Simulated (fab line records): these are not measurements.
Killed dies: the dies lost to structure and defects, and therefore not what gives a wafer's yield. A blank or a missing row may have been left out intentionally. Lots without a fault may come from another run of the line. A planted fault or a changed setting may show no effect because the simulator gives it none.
A lot that was struck, set against a sound lot / flow sky130 / 30 out of 708 route steps
Sound: the wafers L552.1, L552.5, L552.6. Struck: wafers L567.2, L567.4, L567.5. At the end, the cause is stated.
For every step that has rows: the tool of each side, followed by ch and its chambers, followed by its first start. Under that, the readings that differ: sound wafers / struck wafers / difference of the means / sigmas: that difference in standard deviations of wafers without a fault.
alike: words and numbers the same on both sides, and readings whose means are apart by under 2 such deviations; not compared: readings that were withheld, readings missing a value for some wafer, numbers with overlapping values and no deviation given by the record, and bounds like >300 which may hide the same value.
Wherever a step has rows on one side only, a row that says differs or no value, or a row with sigmas, the two part there. When numbers do not overlap yet have no deviation, they are printed without sigmas and do not part them. A reading missing from all wafers of one side parts the sides only when that side holds two or more wafers.

first, 5 steps without rows for these wafers: SKY_SONOS_ONO_COAT_08 (resist thk 1140 nm); SKY_SONOS_ONO_SOFTBAKE_09 (time 60 s); SKY_SONOS_ONO_EXPOSE_10 (exposes mask ONOM, target cd 410 nm); SKY_SONOS_ONO_PEB_11; SKY_SONOS_ONO_DEVELOP_12 (develop time 60 s).
SKY_SONOS_ONO_CD_MEAS_13: the cd target is 410 nm.
  sound on cdSem-01, day 12 19:17; struck on cdSem-02, day 18 02:56
  alike: cdNm
SKY_SONOS_ONO_OVL_MEAS_14:
  sound on overlay-01, day 12 19:25; struck on overlay-02, day 18 03:02
  alike: SONOS_ONO_OVL
SKY_SONOS_ONO_ETCH_15: etches the open film in CHF3/O2, target depth 19.52 nm, time 7.8 s.
  sound on rieDiel-03 ch 0,2,3, day 12 19:26; struck on rieDiel-02 ch 0,2,3, day 18 03:04
  alike: biasW, drypumpMotorCurrentA, oesProductAu, throttleValvePct
  not compared: rfHoursCounterH
then, 1 step without rows for these wafers: SKY_SONOS_ONO_WET_ETCH_16 (etches SiO2 in dHF, target depth 14 nm, time 280 s).
SKY_SONOS_ONO_STRIP_17: strips in O2/N2.
  sound on plasmaAsher-04 ch 0,1, day 12 19:33; struck on plasmaAsher-01 ch 0,1, day 18 03:11
  alike: drypumpMotorCurrentA, oesProductAu, stripTimeToEndpointS
  not compared: rfHoursCounterH
then, 2 steps without rows for these wafers: SKY_SONOS_ONO_WET_ETCH_18 (etches Si3N4 in H3PO4, target depth 15 nm, time 172 s); SKY_GATE_OXIDE_CLEAN_00 (cleans in SC1/SC2, time 150 s).
SKY_GATE_OXIDE_OXIDATION_01: stabilise 600 s, purge 300 s, target thk 10.268 nm.
  sound on furnace-02 ch 0, day 12 20:50; struck on furnace-01 ch 0, day 18 06:28
reading=spikeTcBottomC (C); sound=921.6 918.7 918.8; struck=909.4 909.1 910.0; difference=-10.2; sigmas=-4
reading=spikeTcCentreC (C); sound=900.1 899.2 899.9; struck=895.9 895.8 895.7; difference=-3.9; sigmas=-4
reading=spikeTcLowerC (C); sound=900.5 902.1 902.7; struck=896.5 893.6 895.4; difference=-6.6; sigmas=-6
reading=spikeTcUpperC (C); sound=900.0 898.3 898.7; struck=892.7 891.8 893.1; difference=-6.5; sigmas=-6
reading=tubeCenterTempC (C); sound=899.94 900.09 899.94; struck=895.02 894.93 895.06; difference=-4.99; sigmas=-65
reading=tube_center_temp_C_max; sound=902.2 902.2 902.6; struck=897.3 897.0 897.5; difference=-5.1; sigmas=-13
reading=zonePowerTopPct (%); sound=38 38 38; struck=28 28 28; difference=-10; sigmas=-2
reading=model.SiO2_of_GATE_OXIDE_OXIDATION_01.thkNm (nm); sound=10.07 9.926 9.97; struck=9.691 9.512 9.527; difference=-0.412; sigmas=
SKY_GATE_OXIDE_THK_MEAS_02:
  sound on filmMetro-02, day 12 22:14; struck on filmMetro-04, day 18 07:53
reading=GATE_OXIDE_OXIDATION_00_THK (nm); sound=10.07 10.00 9.97; struck=9.67 9.51 9.56; difference=-0.43; sigmas=-2
then, 7 steps without rows for these wafers: SKY_GATE_OXIDE_DEHYDRATE_03 (time 60 s); SKY_GATE_OXIDE_HMDS_04 (prime time 60 s); SKY_GATE_OXIDE_COAT_05 (resist thk 1140 nm); SKY_GATE_OXIDE_SOFTBAKE_06 (time 60 s); SKY_GATE_OXIDE_EXPOSE_07 (exposes mask LVOM, target cd 600 nm); SKY_GATE_OXIDE_PEB_08; SKY_GATE_OXIDE_DEVELOP_09 (develop time 60 s).
SKY_GATE_OXIDE_OVL_MEAS_10:
  sound on overlay-02, day 13 23:23; struck on overlay-02, day 19 14:17
reading=GATE_OXIDE_OVL (nm); sound=-0.9 -1.3 -0.1; struck=1.7 2.9 2.1; difference=+3.0; sigmas=+2
then, 2 steps without rows for these wafers: SKY_GATE_OXIDE_IMPLANT_11; SKY_GATE_OXIDE_WET_ETCH_12 (etches SiO2 in dHF, target depth 16.8 nm, time 336 s).
SKY_GATE_OXIDE_STRIP_13: strips in O2/N2.
  sound on plasmaAsher-04 ch 0,1, day 13 23:40; struck on plasmaAsher-02 ch 0,1, day 19 14:35
  alike: drypumpMotorCurrentA, oesProductAu, stripTimeToEndpointS
  not compared: rfHoursCounterH
SKY_GATE_OXIDE_TW_MEAS_14:
  sound on filmMetro-02, day 13 23:46; struck on filmMetro-02, day 19 14:41
  alike: GATE_OXIDE_TW
then, 1 step without rows for these wafers: SKY_GATE_OXIDE_CLEAN_15 (cleans in SC1/SC2, time 150 s).
SKY_GATE_OXIDE_OXIDATION_16: stabilise 600 s, purge 300 s, target thk 3.57 nm.
  sound on furnace-02 ch 0, day 14 01:53; struck on furnace-02 ch 0, day 19 14:50
reading=model.SiO2_of_GATE_OXIDE_OXIDATION_01.thkNm (nm); sound=11.49 11.35 11.38; struck=11.14 10.93 10.98; difference=-0.39; sigmas=
  alike: rampUpCPerMin, spikeTcBottomC, spikeTcCentreC, spikeTcLowerC, spikeTcUpperC, tubeCenterTempC, tube_center_temp_C_max, zonePowerTopPct
then, 1 step without rows for these wafers: SKY_POLY_GATE_CVD_00 (deposits poly-Si, target thk 180 nm, time 720 s).
-- record jumps: 30 days separate the struck wafers' starts on either side; left off in module POLY_GATE, taken up again in module PAD_OPEN, whose first shown step is the route's number 708 --
SKY_PAD_OPEN_PROBE_99:
  sound on prober-02, day 46 05:23; struck on prober-01, day 50 00:41
reading=model.etest.nfetG5v0d10v5.driveUaUm; sound=612 622.1 621.5; struck=623.6 637.3 630.7; difference=+12.0; sigmas=
reading=model.etest.nfet_05v0_nvt.driveUaUm; sound=582.2 584.3 588.7; struck=592.5 598.9 600.5; difference=+12.2; sigmas=
reading=model.etest.pfetG5v0d10v5.driveUaUm; sound=343.3 341.2 344.7; struck=353.2 350.3 354; difference=+9.4; sigmas=
reading=model.etest.nfet_16v.driveUaUm; sound=226.4 226.1 227.2; struck=228.2 230.6 231.4; difference=+3.5; sigmas=
  alike: killed_at_M0_to_M3, killed_at_M4_up, killedAtContacts, killedAtFrontEnd, killedAtOther, killedDies, killedOpen, killedShort
  not compared: model.etest.nfet_16v.rOnOhmUm, model.etest.tipSonos.rsOhmSq, model.etest.pfetG5v0d10v5.rOnOhmUm, model.etest.nfetG5v0d10v5.rOnOhmUm

== WHERE THEY PART ==
First at SKY_GATE_OXIDE_OXIDATION_01; last, within this record, at SKY_GATE_OXIDE_OVL_MEAS_10. Later steps at which nothing parts them and some readings are alike: SKY_GATE_OXIDE_STRIP_13, SKY_GATE_OXIDE_TW_MEAS_14, SKY_GATE_OXIDE_OXIDATION_16, SKY_PAD_OPEN_PROBE_99.

WHY: what the simulator had put in
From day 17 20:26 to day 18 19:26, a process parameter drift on furnace-01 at SKY_GATE_OXIDE_OXIDATION_01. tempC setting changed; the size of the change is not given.
